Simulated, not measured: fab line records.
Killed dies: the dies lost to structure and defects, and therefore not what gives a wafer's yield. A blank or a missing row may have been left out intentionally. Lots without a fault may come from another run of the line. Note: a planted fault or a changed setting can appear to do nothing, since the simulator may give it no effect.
Which tool is to blame? ; flow sky130 ; 36 wafers sampled from 12 lots at 1 step of a route of 708

== WHAT THE GAUGES SHOWED, per wafer ==
SKY_VIA4_THK_MEAS_01.
lot;measured;on;VIA4_HDPCVD_THK (nm)
L367;day 41 12:26;film_metro-03;1767 1758 1762
L368;day 42 01:44;film_metro-02;1756 1755 1764
L369;day 42 13:22;film_metro-02;1783 1775 1766
L370;day 42 15:05;film_metro-01;1767 1762 1776
L375;day 44 05:05;film_metro-02;1773 1772 1755
L376;day 44 14:35;film_metro-01;1775 1757 1768
L378;day 45 02:17;film_metro-02;1750 1750 1768
L383;day 46 00:52;film_metro-03;1769 1765 1758
L380;day 46 05:20;film_metro-02;1736 1751 1733
L385;day 46 11:18;film_metro-03;1747 1743 1751
L388;day 47 05:33;film_metro-02;1766 1754 1755
L390;day 47 15:56;film_metro-01;1773 1774 1767

== WHICH TOOL RAN EACH LOT (tool, then ch and the chambers of the sampled wafers, then the start) ==
There is no process step in the record ahead of these readings.

== AS READ BY THE TOOLS THEMSELVES (means over the sampled wafers that have a number; for cases with no such wafer, the mark the record gives instead) ==
The record holds no such reading with a usual standard deviation.

== THE ANSWER, worked out from the rows above alone ==
Rule: the lots themselves supply what counts as usual. The widest of any qualifying gaps counts: lots, ordered by their means at a reading, are off when they make up no more than a third of the lots, leave a main group of 4 or more, and stand apart from it by 3 or more times the standard deviation of that group's means. A main group is skipped when, at the precision printed for the reading in the tables above, its means are all equal. Also off: a lot with no number at a reading for which 4 or more lots have one. The other lots that the step has rows for count as sound. Order of review: gauges by route order, followed by the tools' own readings, for which a lot's mean as printed above is used. At the first step where some lot is off, the reading lying furthest off is the one used; lots without a number count as furthest.
No lot is off on any of the readings shown, so nothing can be concluded from this.

== WHAT HAD BEEN PUT IN BY THE SIMULATOR ==
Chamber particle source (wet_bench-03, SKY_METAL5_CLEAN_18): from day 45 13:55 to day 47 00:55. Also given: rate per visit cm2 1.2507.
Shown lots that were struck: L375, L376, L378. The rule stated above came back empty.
